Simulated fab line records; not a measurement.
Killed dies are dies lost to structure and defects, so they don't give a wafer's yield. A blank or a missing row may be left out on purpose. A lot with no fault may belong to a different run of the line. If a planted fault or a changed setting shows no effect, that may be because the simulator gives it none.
A lot that was struck, set against a sound lot / flow gf180mcu / 18 out of 602 route steps
Sound: wafers L411.2, L411.5, L411.6. Wafers L418.1, L418.3, L418.5 were the ones struck. At the end, the cause is stated.
At each step with rows: each side's tool, then ch and its chambers, then its first start. Under that, the readings that differ: sound wafers / struck wafers / difference of the means / sigmas: that difference in standard deviations of wafers without a fault.
alike: readings with means less than 2 such deviations apart, plus words and numbers identical on both sides. not compared: withheld readings, readings lacking a value on some wafer, bounds such as >300 that could conceal the same value, and numbers that have no deviation in the record and whose values overlap.
A row with sigmas, a row that says differs or no value, or rows on one side alone: a step with any of these is where the two part. Numbers that don't overlap but have no deviation are shown without sigmas and don't part them. Lack of a reading on every wafer of one side parts them only where that side has two or more wafers.

first, 3 steps without rows for these wafers: GF_V2_EXPOSE_11 (exposes mask Via2, target cd 260 nm); GF_V2_PEB_12 (peb time 90 s); GF_V2_DEVELOP_13 (develop time 60 s).
GF_V2_CD_MEAS_14: the cd target is 260 nm.
  struck on cd_sem-02, day 23 00:58; sound on cd_sem-02, day 20 05:28
  alike: cd_nm
GF_V2_OVL_MEAS_15:
  struck on overlay-02, day 23 01:05; sound on overlay-01, day 20 05:34
  alike: V2_OVL
GF_V2_ETCH_16: etches BARC in N2/H2.
  sound on rie_diel-04 ch 0,3, day 20 05:35; struck on rie_diel-02 ch 2,3, day 23 01:07
  alike: drypump_motor_current_A, n2_flow_sccm, oes_product_au, throttle_valve_pct
GF_V2_ETCH_17: etches SiO2 in C4F8/O2/Ar, stops on TiN, target depth 630 nm.
  sound: rie_diel-04 ch 0,3; struck: rie_diel-02 ch 2,3
  alike: oes_product_au
GF_V2_STRIP_18: strips in O2/N2.
  sound on plasma_asher-02 ch 0,1, day 20 05:43; struck on plasma_asher-02 ch 0,1, day 23 01:15
  alike: drypump_motor_current_A, heater_power_w, n2_flow_sccm, oes_product_au, platen_temp_c
  not compared: rf_hours_counter_h
then, 2 steps without rows for these wafers: GF_V2_STRIP_19 (strips in post etch residue remover, time 1200 s); GF_V2_CLEAN_20 (cleans in DIW).
GF_V2_SPUTTER_21: material Ti, target thk 15 nm, time 80.02 s.
  struck on pvd_sputter-01, day 23 01:49; sound on pvd_sputter-02, day 20 06:16
  alike: cathode_dc_power_W, throttle_valve_pct
then, 1 step without rows for these wafers: GF_V2_SPUTTER_22 (material TiN, target thk 10 nm, time 40 s).
GF_V2_CVD_23: deposits W, target thk 350 nm, time 104.94 s.
  sound on cvd_w-01 ch 0,1, day 20 06:22; struck on cvd_w-02 ch 0,1, day 23 01:55
reading=model.W_of_V2_CVD_23.thk_nm (nm); sound=348.1 351.3 356.7; struck=480.6 472.9 481.5; difference=+126.3; sigmas=
  alike: heater_power_w
GF_V2_RS_MEAS_24: the measuring method here is four-point-probe.
  struck on film_metro-02, day 23 02:02; sound on film_metro-04, day 20 06:29
reading=V2_W_RS (ohm/sq); sound=0.329 0.326 0.321; struck=0.238 0.242 0.238; difference=-0.086; sigmas=-20
GF_V2_THK_MEAS_25: measures by xrf.
  struck on film_metro-02, day 23 02:09; sound on film_metro-04, day 20 06:36
reading=V2_W_THK (nm); sound=353 357 360; struck=495 487 499; difference=+137; sigmas=+21
GF_V2_CMP_26: polishes, stops on SiO2, t overpolish 15 s, target thk 0 nm.
  sound on cmp-01 ch 0,1, day 20 06:42; struck on cmp-02 ch 2,3, day 23 02:13
reading=time_to_endpoint_s (s); sound=82 82 88; struck=116 109 117; difference=+30; sigmas=+8
  alike: motor_current_A
GF_M3_SPUTTER_00: material Ti, target thk 37.5 nm, time 150 s.
  struck on pvd_sputter-02, day 23 02:31; sound on pvd_sputter-03, day 20 06:57
  alike: cathode_dc_power_W, throttle_valve_pct
then, 1 step without rows for these wafers: GF_PASSIVATION_PROBE_99.

## WHERE THEY PART
First at GF_V2_RS_MEAS_24; last, within this record, at GF_V2_CMP_26. Later steps at which nothing parts them and some readings are alike: GF_M3_SPUTTER_00.

WHY: whatever the simulator had introduced
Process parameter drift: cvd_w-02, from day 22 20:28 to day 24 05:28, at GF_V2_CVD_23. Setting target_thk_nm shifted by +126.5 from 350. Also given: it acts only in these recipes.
